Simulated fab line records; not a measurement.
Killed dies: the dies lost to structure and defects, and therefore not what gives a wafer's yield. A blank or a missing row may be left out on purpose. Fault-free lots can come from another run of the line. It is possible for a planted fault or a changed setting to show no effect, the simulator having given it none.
Struck lot and sound lot, side by side | flow gf180mcu | 14 out of 602 route steps
Sound: these wafers, L766.4, L766.5, L766.6. The struck wafers were L769.1, L769.4, L769.5. Last of all comes the cause.
Order at every step that has rows: each side's tool, ch and its chambers, its first start. Under that, the readings that differ: sound wafers | struck wafers | difference of the means | sigmas: that difference in standard deviations of wafers without a fault.
alike: readings whose means differ by less than 2 such deviations, and words and numbers that are the same on both sides. not compared: withheld readings, readings that some wafer has no value for, bounds like >300 that may hide the same value, and numbers for which the record gives no deviation and whose values overlap.
The two part at a step that has a row with sigmas, a row that says differs or no value, or rows on one side only. Numbers that don't overlap but have no deviation are shown without sigmas and don't part them. A reading that every wafer of one side lacks parts them only if that side has two wafers or more.

GF_NSD_STRIP_11: strips in O2/N2.
  sound on plasma-asher-03 ch 0,1, day 15 09:36; struck on plasma-asher-01 ch 0,1, day 16 11:19
  reading            | sound       | struck      | difference | sigmas
  heater-power-w (W) | 330 326 318 | 449 466 391 | +111       | +2
  alike: chamber-pressure-mTorr, drypump-motor-current-A, n2-flow-sccm, oes-product-au, strip-time-to-endpoint-s
  not compared: rf-hours-counter-h
GF_NSD_TW_MEAS_12:
  sound: film-metro-01 at day 15 09:42; struck: film-metro-01 at day 16 11:25
  alike: NSD_TW
then, 7 steps without rows for these wafers: GF_PSD_DEHYDRATE_00 (time 60 s); GF_PSD_HMDS_01 (prime time 60 s); GF_PSD_COAT_02 (resist thk 1000 nm); GF_PSD_SOFTBAKE_03 (time 60 s); GF_PSD_EXPOSE_04 (exposes mask Pplus, target cd 400 nm); GF_PSD_PEB_05; GF_PSD_DEVELOP_06 (develop time 61.02 s).
GF_PSD_CD_MEAS_07: target cd 400 nm.
  sound: cd-sem-02 at day 16 08:19; struck: cd-sem-01 at day 17 11:45
  alike: cd-nm
GF_PSD_OVL_MEAS_08:
  sound: overlay-01 at day 16 08:23; struck: overlay-02 at day 17 11:52
  alike: PSD_OVL
after that, 1 step had no rows for these wafers: GF_PSD_IMPLANT_09.
GF_PSD_STRIP_10: strips in O2/N2.
  sound on plasma-asher-03 ch 0,1, day 16 08:35; struck on plasma-asher-02 ch 0,1, day 17 12:04
  no value came back on the struck wafers for any of 6 readings (chamber-pressure-mTorr (mTorr), drypump-motor-current-A (A) and others); on the sound wafers chamber-pressure-mTorr (mTorr) reads 1499.3 1498.2 1500.9
  reading                                  | sound | struck         | difference | sigmas
  model.NOVOLAK_of_PSD_COAT_02.thk-nm (nm) | 0 0 0 | 1007 1008 1005 | +1007      |
  not compared: rf-hours-counter-h
GF_PSD_TW_MEAS_11:
  sound: film-metro-04 at day 16 08:41; struck: film-metro-04 at day 17 12:10
  alike: PSD_TW

== WHERE THEY PART ==
Earliest at GF_NSD_STRIP_11; latest, in this record, at GF_PSD_STRIP_10. Later steps at which nothing parts them and some readings are alike: GF_PSD_TW_MEAS_11.

WHY: the cause the simulator had injected
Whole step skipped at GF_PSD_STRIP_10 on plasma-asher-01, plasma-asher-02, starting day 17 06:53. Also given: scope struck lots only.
